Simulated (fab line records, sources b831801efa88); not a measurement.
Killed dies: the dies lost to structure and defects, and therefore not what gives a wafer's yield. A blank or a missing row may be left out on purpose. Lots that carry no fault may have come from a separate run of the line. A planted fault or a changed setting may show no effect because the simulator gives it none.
8D (eight disciplines) problem report, filled in by code | flow sky130 | the parts of the form that need people (team, actions taken, sign-off) are left out

== 1. WHAT WENT WRONG ==
rotation-deg at SKY_LDD_N_IMPLANT_14 reads a mean of 361.86 degrees on 6 wafers of 2 lots; wafers without a fault read 180.00 degrees with a standard deviation of 0.03. That is +99 or more standard deviations from the usual mean.
First observed at day 19 22:16: wafer L413.2, on implanter-04. At this step, 18 wafers from 6 lots have a number in the record. Rule for "out" (also "out of limits"): further than 4 standard deviations from the usual mean. Any other wafer with a number is counted as sound.

== 2. WHAT IT IS; WHAT IT IS NOT ==
question                    | is                     | is not
which readings at this step | rotation-deg           | -
which lots                  | L413, L414             | L424, L428, L430, L431
which wafers of those lots  | all that have a number | -
read on which tools         | implanter-04           | implanter-03
when                        | from day 19 22:16      | up to then (0 sound wafers); but 12 sound wafers of L424, L428, L430, L431 came after

== 3. WHAT RULES OUT EACH SUSPECT ==
Counting: any tool at a process step up to the reading is kept as a suspect provided that every lot that is out went through it and no sound lot did after the first of them.
- implanter-04 at SKY_LDD_N_IMPLANT_14: ruled out as a lasting fault. After its first lot that is out, L413 (day 19 22:16), sound lots L428, L431 ran on it.
Left after counting: nothing in the record.

== 4. THE CAUSE (what the simulator had put in) ==
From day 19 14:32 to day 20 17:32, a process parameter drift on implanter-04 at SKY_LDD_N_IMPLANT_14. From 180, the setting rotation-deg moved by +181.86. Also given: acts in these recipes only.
Counting ruled it out, wrongly.

== 5. THE CHAIN OF EFFECTS, in route order ==
Each row: a reading where the mean over the struck wafers with a number is more than 3 standard deviations away from the usual. Scope: only readings with a usual standard deviation given in the record; hours: median across lots of the time from each lot's start at the first step in this table that gives one to its start at this step; sigmas: change in usual standard deviations.
hours | step                 | reading      | usual          | on struck wafers | change  | sigmas
0     | SKY_LDD_N_IMPLANT_14 | rotation-deg | 180.00 degrees | 361.86           | +181.86 | +99 or more
Its process steps:
- SKY_LDD_N_IMPLANT_14

== 6. HOW IT WOULD HAVE BEEN CAUGHT EARLIER ==
In this record the first reading out of limits was taken at day 19 22:16, 8 hours after the fault began at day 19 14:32.
